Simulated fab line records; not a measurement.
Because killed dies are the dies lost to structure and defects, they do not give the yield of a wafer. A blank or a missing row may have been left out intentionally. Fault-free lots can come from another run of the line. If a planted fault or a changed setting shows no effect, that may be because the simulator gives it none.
A struck lot beside a sound one ; flow sky130 ; 42 steps out of a route of 708
Sound: the wafers L866.1, L866.2, L866.6. Struck: wafers L885.4, L885.5, L885.6. The cause comes at the end.
At each step with rows: each side's tool, then ch and its chambers, then its first start. Under that, the readings that differ: sound wafers ; struck wafers ; difference of the means ; sigmas: that difference in standard deviations of wafers without a fault.
alike: same words and numbers on both sides, and readings whose means sit less than 2 such deviations apart. not compared: any withheld reading, any reading some wafer has no value for, any bound like >300 that may hide the same value, and any number with overlapping values for which the record gives no deviation.
Wherever a step has rows on one side only, a row that says differs or no value, or a row with sigmas, the two part there. Numbers that don't overlap but have no deviation are shown without sigmas and don't part them. A reading that every wafer of one side lacks parts them only if that side has two wafers or more.

first, 5 steps without rows for these wafers: SKY_GATE_OXIDE_COAT_05 (resist thk 1140 nm); SKY_GATE_OXIDE_SOFTBAKE_06 (time 60 s); SKY_GATE_OXIDE_EXPOSE_07 (exposes mask LVOM, target cd 600 nm); SKY_GATE_OXIDE_PEB_08; SKY_GATE_OXIDE_DEVELOP_09 (develop time 60 s).
SKY_GATE_OXIDE_OVL_MEAS_10:
  sound on overlay-02 at day 13 17:14; struck on overlay-01 at day 21 01:37
  alike: GATE_OXIDE_OVL
then, 2 steps without rows for these wafers: SKY_GATE_OXIDE_IMPLANT_11; SKY_GATE_OXIDE_WET_ETCH_12 (etches SiO2 in dHF, target depth 16.8 nm, time 336 s).
SKY_GATE_OXIDE_STRIP_13: strips in O2/N2.
  sound on plasma asher-02 ch 0,1, day 13 17:31; struck on plasma asher-02 ch 0,1, day 21 01:55
  alike: drypump motor current A, o2 flow sccm, oes product au, strip time to endpoint s
  not compared: rf hours counter h
SKY_GATE_OXIDE_TW_MEAS_14:
  sound on film metro-03 at day 13 17:37; struck on film metro-03 at day 21 02:01
  alike: GATE_OXIDE_TW
then, 2 steps without rows for these wafers: SKY_GATE_OXIDE_CLEAN_15 (cleans in SC1/SC2, time 150 s); SKY_GATE_OXIDE_OXIDATION_16 (stabilise 600 s, purge 300 s, target thk 3.57 nm).
SKY_POLY_GATE_CVD_00: deposits poly-Si, target thk 180 nm, time 720 s.
  sound on lpcvd-01 ch 1, day 13 20:25; struck on lpcvd-01 ch 1, day 21 03:38
reading;sound;struck;difference;sigmas
spike tc bottom C (C);639.6 636.4 637.3;632.8 632.5 633.7;-4.8;-3
spike tc centre C (C);621.0 620.3 623.3;616.1 617.6 616.9;-4.7;-3
spike tc lower C (C);619.9 617.9 618.5;615.7 614.3 613.7;-4.2;-3
spike tc upper C (C);618.2 619.4 620.4;614.4 616.1 613.7;-4.6;-4
susceptor temp C (C);619.4 619.1 618.7;615.2 615.6 615.7;-3.6;-11
model.poly-Si_of_POLY_GATE_CVD_00.thk nm (nm);178.7 178.4 179.1;160.8 162.2 161.9;-17.1;
  alike: zone power bottom pct
SKY_POLY_GATE_THK_MEAS_01:
  sound on film metro-01 at day 13 21:37; struck on film metro-01 at day 21 04:52
reading;sound;struck;difference;sigmas
POLY_GATE_CVD_00_THK (nm);178.7 178.2 179.0;160.9 162.2 161.7;-17.0;-11
then, 8 steps without rows for these wafers: SKY_RES_PROTECT_DEHYDRATE_00 (time 60 s); SKY_RES_PROTECT_HMDS_01 (prime time 60 s); SKY_RES_PROTECT_COAT_02 (resist thk 1140 nm); SKY_RES_PROTECT_SOFTBAKE_03 (time 60 s); SKY_RES_PROTECT_EXPOSE_04 (exposes mask RPM, target cd 1270 nm); SKY_RES_PROTECT_PEB_05; SKY_RES_PROTECT_DEVELOP_06 (develop time 60 s); SKY_POLY_GATE_IMPLANT_02.
SKY_RES_PROTECT_STRIP_07: strips in O2/N2.
  sound on plasma asher-02 ch 0,1, day 15 00:04; struck on plasma asher-03 ch 0,1, day 22 12:01
  alike: drypump motor current A, o2 flow sccm, oes product au, strip time to endpoint s
  not compared: rf hours counter h
SKY_RES_PROTECT_TW_MEAS_08:
  sound on film metro-01 at day 15 00:10; struck on film metro-01 at day 22 12:07
  alike: POLY_GATE_TW
SKY_RES_PROTECT_CLEAN_09: cleans in SC1/SC2, time 150 s.
  sound on wet bench-02 ch 0, day 15 00:13; struck on wet bench-02 ch 3, day 22 12:08
reading;sound;struck;difference;sigmas
model.poly-Si_of_POLY_GATE_CVD_00.thk nm (nm);178.1 177.7 178.4;160.2 161.6 161.3;-17.0;
then, 1 step without rows for these wafers: SKY_POLY_GATE_CVD_03 (deposits Si3N4 from DCS/NH3, target thk 75 nm, time 1290 s).
SKY_POLY_GATE_THK_MEAS_04:
  sound on film metro-03 at day 15 01:38; struck on film metro-03 at day 22 13:35
  alike: POLY_GATE_CVD_03_THK
then, 8 steps without rows for these wafers: SKY_POLY_GATE_DEHYDRATE_05 (time 60 s); SKY_POLY_GATE_HMDS_06 (prime time 60 s); SKY_POLY_GATE_COAT_07 (resist thk 110 nm); SKY_POLY_GATE_COAT_08 (resist thk 450 nm); SKY_POLY_GATE_SOFTBAKE_09 (time 90 s); SKY_POLY_GATE_EXPOSE_10 (exposes mask P1M, target cd 150 nm); SKY_POLY_GATE_PEB_11; SKY_POLY_GATE_DEVELOP_12 (develop time 60 s).
SKY_POLY_GATE_CD_MEAS_13: target cd 150 nm.
  sound on cd sem-02 at day 16 05:11; struck on cd sem-02 at day 23 19:52
  alike: cd nm
SKY_POLY_GATE_OVL_MEAS_14:
  sound on overlay-01 at day 16 05:18; struck on overlay-01 at day 23 19:57
  alike: POLY_GATE_OVL
SKY_POLY_GATE_ETCH_15: etches BARC in N2/H2, stops on SiO2, time 118.5 s, target depth 110 nm.
  sound on rie diel-04 ch 0,1,2, day 16 05:20; struck on rie diel-04 ch 0,1,3, day 23 19:58
reading;sound;struck;difference;sigmas
oes product au (a.u.);0.717 0.725 0.720;0.711 0.715 0.701;-0.012;-2
  alike: drypump motor current A, rf fwd power W, throttle valve pct
  not compared: rf hours counter h
SKY_POLY_GATE_ETCH_16: etches Si3N4 in CH3F/O2, stops on poly-Si, time 147.5 s, target depth 75 nm.
  sound on rie diel-04 ch 0,1,2, day 16 05:25; struck on rie diel-04 ch 0,1,3, day 23 20:03
  alike: drypump motor current A, oes product au, rf fwd power W, throttle valve pct
  not compared: rf hours counter h
SKY_POLY_GATE_ETCH_17: etches poly-Si in HBr/Cl2, stops on SiO2, target depth 180 nm, time 70.5 s.
  sound on rie si-01 ch 1,2,3, day 16 05:31; struck on rie si-02 ch 1,2,3, day 23 20:09
reading;sound;struck;difference;sigmas
oes product au (a.u.);0.987 0.985 0.982;0.921 0.914 0.923;-0.065;-9
model.POLY_GATE.feature depth nm (nm);178.1 177.7 178.4;160.2 161.6 161.3;-17.0;
model.etch.depth nm (nm);178.1 177.7 178.4;160.2 161.6 161.3;-17.0;
  alike: drypump motor current A, he backside leak sccm, rf fwd power W, throttle valve pct
  not compared: rf hours counter h
SKY_POLY_GATE_STRIP_18: strips in O2/N2.
  sound on plasma asher-01 ch 0,1, day 16 05:35; struck on plasma asher-03 ch 0,1, day 23 20:14
reading;sound;struck;difference;sigmas
oes product au (a.u.);0.372 0.362 0.361;0.355 0.353 0.357;-0.010;-2
  alike: drypump motor current A, o2 flow sccm, strip time to endpoint s
  not compared: rf hours counter h
-- the record jumps here: 26 days lie between the struck wafers' starts before and after (it left off in module POLY_GATE and takes up again in module PAD_OPEN, whose first step shown is number 708 of the route) --
SKY_PAD_OPEN_PROBE_99:
  sound on prober-02 at day 45 08:07; struck on prober-01 at day 50 01:29
reading;sound;struck;difference;sigmas
model.etest.res high po.line ohm um;757.2 739.6 738.8;856.6 805.2 807.2;+77.8;
model.etest.res poly.line ohm um;530.3 494.3 515.4;594.7 560 561;+58.6;
model.etest.res high po.rs ohm sq;266.5 259.7 261.8;298.8 285.3 284.6;+26.9;
model.etest.res poly.rs ohm sq;48.74 48.36 47.97;55.22 52.88 52.94;+5.32;
model.etest.cap li to poly.c af um2;101.2 98.87 102.2;94.85 96.48 96.42;-4.84;
  alike: killed_at_M0_to_M3, killed_at_M4_up, killed at contacts, killed at front end, killed at other, killed dies, killed on rim, killed open, killed short

WHERE THEY PART
First at SKY_POLY_GATE_CVD_00; last, within this record, at SKY_POLY_GATE_STRIP_18. Later steps at which nothing parts them and some readings are alike: SKY_PAD_OPEN_PROBE_99.

WHY: what had been put in by the simulator
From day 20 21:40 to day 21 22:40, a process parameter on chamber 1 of lpcvd-01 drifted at SKY_POLY_GATE_CVD_00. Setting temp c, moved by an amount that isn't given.
